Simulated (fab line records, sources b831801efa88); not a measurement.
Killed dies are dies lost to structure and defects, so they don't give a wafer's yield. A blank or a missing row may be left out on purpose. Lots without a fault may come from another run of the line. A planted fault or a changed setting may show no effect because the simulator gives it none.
Which tool did it? | flow gf180mcu | 14 lots, 40 wafers sampled, at 5 steps of a route of 602

WHAT THE GAUGES READ, wafer by wafer
GF_STI_THK_MEAS_02.
lot  | measured    | on            | STI_OXIDATION_THK (nm)
L894 | day 1 11:31 | film_metro-02 | 10.16 9.97 10.01
L895 | day 1 16:36 | film_metro-03 | 9.89 9.89 9.87
L897 | day 2 02:31 | film_metro-03 | 10.08 10.08 10.17
L899 | day 2 12:32 | film_metro-03 | 9.89 9.94 10.13
L900 | day 2 17:31 | film_metro-02 | 9.75 9.79
L901 | day 2 23:07 | film_metro-02 | 9.74 9.82
L908 | day 4 10:28 | film_metro-03 | 9.97 9.81 9.92
L910 | day 4 20:33 | film_metro-04 | 9.80 9.91 9.83
L911 | day 5 00:31 | film_metro-04 | 9.79 9.53 9.70
L912 | day 5 05:31 | film_metro-04 | 10.06 10.12 10.00
L913 | day 5 10:31 | film_metro-04 | 10.11 10.28 10.23
L914 | day 5 15:57 | film_metro-04 | 9.69 9.79 9.88
L915 | day 5 20:34 | film_metro-03 | 9.88 9.80 9.79
L916 | day 6 02:13 | film_metro-03 | 9.96 9.82 9.90

GF_SAB_THK_MEAS_01.
lot  | measured     | on            | SAB_CVD_00_THK (nm)
L894 | day 14 04:35 | film_metro-02 | 49.6 50.0 51.0
L895 | day 14 11:01 | film_metro-02 | 48.4 48.8 48.7
L897 | day 15 07:20 | film_metro-02 | 50.1 49.9 50.5
L899 | day 16 02:45 | film_metro-04 | 50.9 47.1 50.7
L900 | day 16 12:27 | film_metro-03 | 47.5 50.3
L901 | day 16 21:27 | film_metro-03 | 46.9 48.8
L908 | day 19 07:37 | film_metro-04 | 49.6 50.1 50.8
L910 | day 20 01:38 | film_metro-02 | 50.0 49.8 49.6
L911 | day 20 07:02 | film_metro-03 | 50.1 50.7 50.3
L912 | day 20 15:41 | film_metro-02 | 48.9 49.2 49.9
L913 | day 20 22:27 | film_metro-04 | 49.3 50.1 50.5
L914 | day 21 10:11 | film_metro-04 | 49.5 49.7 50.8
L915 | day 21 16:14 | film_metro-02 | 49.0 49.4 49.8
L916 | day 21 22:19 | film_metro-03 | 49.6 50.5 50.0

GF_M1_CD_MEAS_14: target cd 230 nm.
lot  | measured     | on        | cd_nm (nm)
L894 | day 17 00:50 | cd_sem-01 | 229.3 230.2 230.8
L895 | day 17 08:17 | cd_sem-02 | 229.6 228.7 230.1
L897 | day 18 07:19 | cd_sem-01 | 228.4 227.5 228.9
L899 | day 19 02:29 | cd_sem-02 | 229.4 229.4 230.5
L900 | day 19 13:50 | cd_sem-02 | 229.5 228.5
L901 | day 20 00:29 | cd_sem-02 | 229.7 229.8
L908 | day 22 10:33 | cd_sem-02 | 229.8 229.5 228.7
L910 | day 23 03:41 | cd_sem-01 | 229.0 228.7 229.9
L911 | day 23 08:44 | cd_sem-02 | 229.2 230.5 230.2
L912 | day 23 16:28 | cd_sem-02 | 230.9 231.0 230.9
L913 | day 23 23:20 | cd_sem-02 | 231.1 232.3 231.6
L914 | day 24 09:08 | cd_sem-01 | 228.6 228.2 227.5
L915 | day 24 14:51 | cd_sem-02 | 229.7 228.1 229.5
L916 | day 24 20:55 | cd_sem-01 | 229.3 228.8 229.8

WHICH TOOL RAN EACH LOT (tool, then ch and the chambers of the sampled wafers, then the start)
lot  | GF_SAB_CVD_00                   | GF_CONTACT_SPUTTER_22
L894 | pecvd-02 ch 0,2, day 14 04:34   | pvd_sputter-01, day 16 01:50
L895 | pecvd-03 ch 0,1,2, day 14 10:59 | pvd_sputter-02, day 16 08:35
L897 | pecvd-02 ch 0,1,2, day 15 07:19 | pvd_sputter-02, day 17 06:28
L899 | pecvd-02 ch 0,1,2, day 16 02:43 | pvd_sputter-01, day 18 02:04
L900 | pecvd-02 ch 0,1, day 16 12:26   | pvd_sputter-04, day 18 12:43
L901 | pecvd-02 ch 1,2, day 16 21:25   | pvd_sputter-02, day 18 22:49
L908 | pecvd-02 ch 0,1,2, day 19 07:35 | pvd_sputter-04, day 21 10:14
L910 | pecvd-03 ch 0,1,2, day 20 01:37 | pvd_sputter-02, day 22 03:37
L911 | pecvd-02 ch 0,1, day 20 07:01   | pvd_sputter-01, day 22 08:44
L912 | pecvd-04 ch 0,2, day 20 15:40   | pvd_sputter-01, day 22 16:53
L913 | pecvd-03 ch 0,1, day 20 22:26   | pvd_sputter-01, day 22 23:32
L914 | pecvd-04 ch 0,1, day 21 10:10   | pvd_sputter-01, day 23 09:50
L915 | pecvd-04 ch 0,2, day 21 16:13   | pvd_sputter-02, day 23 15:55
L916 | pecvd-04 ch 0,1,2, day 21 22:17 | pvd_sputter-04, day 23 22:10
- GF_SAB_CVD_00: deposits SiO2 from TEOS, target thk 50 nm, time 4.9302 s.
- GF_CONTACT_SPUTTER_22: material Ti, target thk 15 nm, time 80.02 s.

WHAT THE TOOLS THEMSELVES READ (means of the sampled wafers that have a number; where no wafer has one, the mark that the record gives instead)
GF_SAB_CVD_00.
lot  | tool     | heater_power_w (W)
L894 | pecvd-02 | 572
L895 | pecvd-03 | 597
L897 | pecvd-02 | 615
L899 | pecvd-02 | 543
L900 | pecvd-02 | 626
L901 | pecvd-02 | 569
L908 | pecvd-02 | 611
L910 | pecvd-03 | 687
L911 | pecvd-02 | 667
L912 | pecvd-04 | 695
L913 | pecvd-03 | 608
L914 | pecvd-04 | 711
L915 | pecvd-04 | 654
L916 | pecvd-04 | 683

GF_CONTACT_SPUTTER_22.
lot  | tool           | substrate_temp_c (C) | throttle_valve_pct (%)
L894 | pvd_sputter-01 | 199.92               | 30.4
L895 | pvd_sputter-02 | 199.91               | 30.2
L897 | pvd_sputter-02 | 199.90               | 29.9
L899 | pvd_sputter-01 | 199.99               | 29.8
L900 | pvd_sputter-04 | 200.15               | 28.6
L901 | pvd_sputter-02 | 199.93               | 30.2
L908 | pvd_sputter-04 | 199.95               | 29.5
L910 | pvd_sputter-02 | 199.96               | 30.2
L911 | pvd_sputter-01 | 199.97               | 29.9
L912 | pvd_sputter-01 | 199.88               | 29.9
L913 | pvd_sputter-01 | 200.01               | 29.7
L914 | pvd_sputter-01 | 199.84               | 29.3
L915 | pvd_sputter-02 | 200.02               | 29.8
L916 | pvd_sputter-04 | 199.94               | 29.5

THE ANSWER, worked out from the rows above alone
Rule: what is usual is taken from the lots themselves. Put in order of their means at a reading, lots are off if they are a third of the lots or fewer, leave a main group of 4 or more, and stand apart from it by a gap of 3 or more times the standard deviation of the main group's means; of several such gaps the widest counts. A main group whose means are all the same, to the digits that the tables above print for the reading, isn't used. A lot without any number at a reading at which 4 lots or more have one is off too. The other lots that the step has rows for count as sound. The gauges are gone through in route order, then the tools' own readings, and for those a lot's mean is taken as printed above. The first step at which some lot is off is used, and at that step the reading that is off furthest; a lot without a number counts as furthest.
No lot is off at any reading shown: from this, nothing can be told.

WHAT THE SIMULATOR HAD PUT IN
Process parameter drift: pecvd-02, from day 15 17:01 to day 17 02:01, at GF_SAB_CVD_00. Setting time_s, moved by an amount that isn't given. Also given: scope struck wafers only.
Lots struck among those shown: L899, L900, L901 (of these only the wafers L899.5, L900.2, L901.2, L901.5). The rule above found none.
